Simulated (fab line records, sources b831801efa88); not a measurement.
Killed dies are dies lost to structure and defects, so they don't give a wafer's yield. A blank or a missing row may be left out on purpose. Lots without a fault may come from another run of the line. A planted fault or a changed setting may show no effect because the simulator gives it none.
fab line records | flow sky130 | part 2 of 2: steps 31 to 42 of 42
record lots=5 wafers=15 last_day=51
route steps=708 shown CAP2M@605 METAL4@621 VIA4@639
lots that met no fault: from a run of the same line without faults
start_h: hours from the record's first day to the start of the lot's first wafer shown | wait_h: hours since the lot's step before | " the same as in the row above | L1.1+2: a row that stands for several wafers | - no value, or no start given | * or withheld: withheld | < > ~ a bound
route shown NAME@n: a module of which the file shows steps, and the number in the route of the first | usual: mean/standard deviation of fault-free wafers | same: alike in all rows | chamber/n: place in a boat | sites: the reading at each site | _std_site: their standard deviation | _edge_site: outer sites' mean less inner sites' | radius_mm: how far each site lies from the wafer's centre | mask NAME#n: copy n | behind: the tool/chamber that last shaped the wafer | hold: why the lot was held/for how many hours/how that ended | device: the transistor (n, p or np) that didn't switch | end of line: the same wafers' tests at the end of the route | a step without rows: its recipe alone | killed: dies lost to structure and defects at the first sort, not the wafer's yield | map: a wafer's dies, x killed, . not, _ none there
set.NAME: the setting as run; set.NAME@STEP: as run at that earlier step | model.NAME: the simulator's own value behind a step, which no gauge read
lots at some steps of the route; a table a step, a row a wafer
services: from which hour (start_h, from the record's first day; less than 0 if before it) a tool's chamber was out of use, for how many hours, and why
## steps
# step SKY_METAL4_STRIP_19
# recipe chemistry=O2/N2 power_w=1400 pressure_mtorr=1500 platen_temp_c=withheld o2_flow_sccm=3000 n2_flow_sccm=300 overash_fraction=0.5
# usual drypump_motor_current_A=5.6/0.39 oes_product_au=0.503/0.0057 strip_time_to_endpoint_s=6.57/0.083
# columns lot.wafer tool chamber start_h wait_h drypump_motor_current_A oes_product_au rf_hours_counter_h strip_time_to_endpoint_s
L082.1 plasma_asher-04 1 1029.42 0.3 5.6 0.490 26 6.39
L082.5 " 0 " " 5.7 0.504 - 6.46
L082.6 " 1 " " 5.6 0.498 - 6.45
L083.2 plasma_asher-03 0 1030.22 0.1 5.9 0.506 121 6.62
L083.3 " 1 " " 5.5 0.505 - 6.60
L083.5 " 0 " " 5.9 0.495 - 6.41
L087.1 plasma_asher-03 1 1131.14 0.3 5.5 0.496 8 6.46
L087.3 " 1 " " 5.5 0.490 - 6.47
L087.4 " 0 " " 6.0 0.502 - 6.55
L093.3 plasma_asher-01 1 1131.78 0.2 5.9 0.500 - 6.55
L093.4 " 0 " " 4.7 0.505 - 6.58
L093.5 " 0 " " 4.7 0.505 - 6.59
L096.1 plasma_asher-01 1 1141.02 0.1 5.9 0.508 97 6.65
L096.3 " 0 " " 4.7 0.499 - 6.49
L096.6 " 1 " " 5.9 0.504 - 6.66
# step SKY_METAL4_STRIP_20
# recipe chemistry=post_etch_residue_remover time_s=1200 temp_c=72.5
# usual temp_c=72.49/0.13
# columns lot.wafer tool chamber start_h wait_h temp_c
L082.1 wet_bench-04 3 1029.58 0.1 72.45
L082.5 " 3 " " 72.49
L082.6 " 3 " " 72.48
L083.2 wet_bench-04 2 1030.33 0.1 72.34
L083.3 " 2 " " 72.56
L083.5 " 2 " " 72.53
L087.1 wet_bench-03 3 1131.24 0.1 72.42
L087.3 " 3 " " 72.45
L087.4 " 3 " " 72.35
L093.3 wet_bench-01 2 1131.85 0.0 72.41
L093.4 " 2 " " 72.33
L093.5 " 2 " " 72.43
L096.1 wet_bench-04 2 1141.12 0.1 72.65
L096.3 " 2 " " 72.45
L096.6 " 2 " " 72.63
# step SKY_METAL4_CLEAN_21
# recipe chemistry=IPA time_s=180 temp_c=25
# usual temp_c=24.98/0.098
# columns lot.wafer tool chamber start_h wait_h temp_c
L082.1 wet_bench-03 0 1030.17 0.2 25.01
L082.5 " 0 " " 24.90
L082.6 " 0 " " 25.00
L083.2 wet_bench-04 0 1030.86 0.2 24.97
L083.3 " 0 " " 24.98
L083.5 " 0 " " 24.91
L087.1 wet_bench-01 0 1131.65 0.0 24.81
L087.3 " 0 " " 24.99
L087.4 " 0 " " 25.10
L093.3 wet_bench-03 0 1132.19 0.0 24.90
L093.4 " 0 " " 24.86
L093.5 " 0 " " 24.89
L096.1 wet_bench-01 3 1141.46 0.0 25.10
L096.3 " 3 " " 24.86
L096.6 " 3 " " 25.01
# step SKY_METAL4_CLEAN_22
# recipe chemistry=O3/DIW dry=n2_spin
# columns lot.wafer tool chamber start_h wait_h
L082.1+5+6 wet_bench-03 1 1030.31 0.1
L083.2+3+5 wet_bench-03 0 1031.21 0.3
L087.1+3+4 wet_bench-03 1 1131.71 0.0
L093.3+4+5 wet_bench-01 0 1132.26 0.0
L096.1+3+6 wet_bench-03 1 1141.52 0.0
# step SKY_VIA4_HDPCVD_00
# recipe material=SiO2 target_thk_nm=1750 sigma_open_frac=0.3 time_s=291.7 temp_c=400 sih4_flow_sccm=60 pressure_mtorr=6
# columns lot.wafer tool chamber start_h wait_h
L082.1+5+6 hdpcvd-01 0,2,0 1030.42 0.0
L083.2+3+5 hdpcvd-01 2,0,2 1031.32 0.0
L087.1+3+4 hdpcvd-01 0,1,2 1131.82 0.0
L093.3+4+5 hdpcvd-01 2,2,0 1132.35 0.0
L096.1+3+6 hdpcvd-02 0,1,1 1141.62 0.0
# step SKY_VIA4_THK_MEAS_01
# recipe reads=SiO2_of_VIA4_HDPCVD_00
# usual VIA4_HDPCVD_THK=1750/21
# columns lot.wafer tool chamber start_h wait_h VIA4_HDPCVD_THK[nm]
L082.1 film_metro-01 - 1030.60 0.1 1766
L082.5 " - " " 1750
L082.6 " - " " 1757
L083.2 film_metro-01 - 1031.51 0.1 1769
L083.3 " - " " 1766
L083.5 " - " " 1750
L087.1 film_metro-02 - 1132.00 0.1 1764
L087.3 " - " " 1786
L087.4 " - " " 1753
L093.3 film_metro-01 - 1132.55 0.1 1752
L093.4 " - " " 1742
L093.5 " - " " 1764
L096.1 film_metro-01 - 1141.80 0.1 1731
L096.3 " - " " 1739
L096.6 " - " " 1753
# step SKY_VIA4_CMP_02
# recipe material=SiO2 down_force_psi=4 platen_rpm=60 pad_velocity_m_s=0.94248
# usual motor_current_A=12.1/1.8 slurry_filter_dp_kPa=13.50/0.13
# columns lot.wafer tool chamber start_h wait_h motor_current_A slurry_filter_dp_kPa
L082.1 cmp-02 3 1030.81 0.2 10.0 13.55
L082.5 " 0 " " 11.3 13.44
L082.6 " 1 " " 11.0 13.65
L083.3 cmp-02 2 1031.57 0.0 15.3 13.38
L083.2 " 0 " " 11.4 13.35
L083.5 " 3 " " 9.6 13.46
L087.4 cmp-02 2 1132.06 0.0 15.4 13.75
L087.3 " 3 " " 9.8 13.52
L087.1 " 0 " " 10.6 13.46
L093.4 cmp-02 0 1132.59 0.0 11.3 13.35
L093.3 " 3 " " 9.5 13.65
L093.5 " 1 " " 11.1 13.68
L096.3 cmp-01 3 1141.91 0.1 13.2 13.59
L096.1 " 0 " " 10.4 13.59
L096.6 " 2 " " 13.2 13.41
# step SKY_VIA4_BOW_MEAS_03
# recipe mode=bow
# usual VIA4_BOW=82/7.8
# columns lot.wafer tool chamber start_h wait_h VIA4_BOW[um]
L082.1 film_metro-04 - 1030.97 0.1 73
L082.5 " - " " 66
L082.6 " - " " 69
L083.2 film_metro-01 - 1031.89 0.2 80
L083.3 " - " " 83
L083.5 " - " " 87
L087.1 film_metro-01 - 1132.36 0.1 77
L087.3 " - " " 74
L087.4 " - " " 75
L093.3 film_metro-04 - 1132.93 0.1 97
L093.4 " - " " 93
L093.5 " - " " 71
L096.1 film_metro-04 - 1142.16 0.1 74
L096.3 " - " " 92
L096.6 " - " " 87
# step SKY_VIA4_DEHYDRATE_04
# recipe temp_c=200 time_s=60
# columns lot.wafer tool chamber start_h wait_h
L082.1+5+6 litho_track-03 0 1041.69 10.7
L083.2+3+5 litho_track-02 0 1043.11 11.2
L087.1+3+4 litho_track-04 0 1142.53 10.2
L093.3+4+5 litho_track-04 0 1143.18 10.2
L096.1+3+6 litho_track-02 0 1149.74 7.6
# step SKY_VIA4_HMDS_05
# recipe prime_time_s=60 prime_temp_c=120
# columns lot.wafer tool chamber start_h wait_h
L082.1+5+6 litho_track-03 0 1041.84 0.1
L083.2+3+5 litho_track-02 0 1043.26 0.1
L087.1+3+4 litho_track-04 0 1142.68 0.1
L093.3+4+5 litho_track-04 0 1143.33 0.1
L096.1+3+6 litho_track-02 0 1149.89 0.1
# step SKY_VIA4_COAT_06
# recipe resist=NOVOLAK spin_rpm=3000 resist_thk_nm=1140
# columns lot.wafer tool chamber start_h wait_h
L082.1+5+6 litho_track-03 0 1041.99 0.1
L083.2+3+5 litho_track-02 0 1043.41 0.1
L087.1+3+4 litho_track-04 0 1142.83 0.1
L093.3+4+5 litho_track-04 0 1143.48 0.1
L096.1+3+6 litho_track-02 0 1150.04 0.1
# step SKY_VIA4_SOFTBAKE_07
# recipe temp_c=90 time_s=60 resist=NOVOLAK
# columns lot.wafer tool chamber start_h wait_h
L082.1+5+6 litho_track-03 0 1042.14 0.1
L083.2+3+5 litho_track-02 0 1043.56 0.1
L087.1+3+4 litho_track-04 0 1142.98 0.1
L093.3+4+5 litho_track-04 0 1143.63 0.1
L096.1+3+6 litho_track-02 0 1150.19 0.1
## services
# columns tool chamber start_h hours kind
wet_bench-01 - 965.98 94.1 repair
rie_diel-02 2 977.89 4.7 repair
krf_scanner-02 - 979.36 3.0 pm
plasma_asher-03 - 982.67 2.8 pm
iline_stepper-02 - 986.57 1.7 pm
krf_scanner-02 - 989.78 3.6 pm
iline_stepper-02 - 1010.41 8.9 repair
rie_metal-01 - 1013.48 0.5 repair
krf_scanner-02 - 1014.89 1.3 pm
rie_metal-02 1 1015.54 14.1 repair
krf_scanner-02 - 1019.07 0.9 repair
rie_diel-02 3 1025.58 2.5 repair
rie_diel-02 1 1033.53 4.3 repair
rie_diel-02 1 1046.80 2.8 repair
hdpcvd-01 - 1047.64 2.8 pm
krf_scanner-02 - 1051.50 3.1 repair
plasma_asher-03 - 1055.27 9.0 pm
rie_metal-04 0 1062.89 6.8 repair
cmp-02 - 1084.00 4.0 pm
wet_bench-03 - 1086.06 1.6 repair
hdpcvd-01 2 1107.18 2.4 repair
cmp-02 - 1109.85 4.8 pm
rie_metal-01 1 1113.66 22.3 repair
hdpcvd-01 - 1118.52 1.8 repair
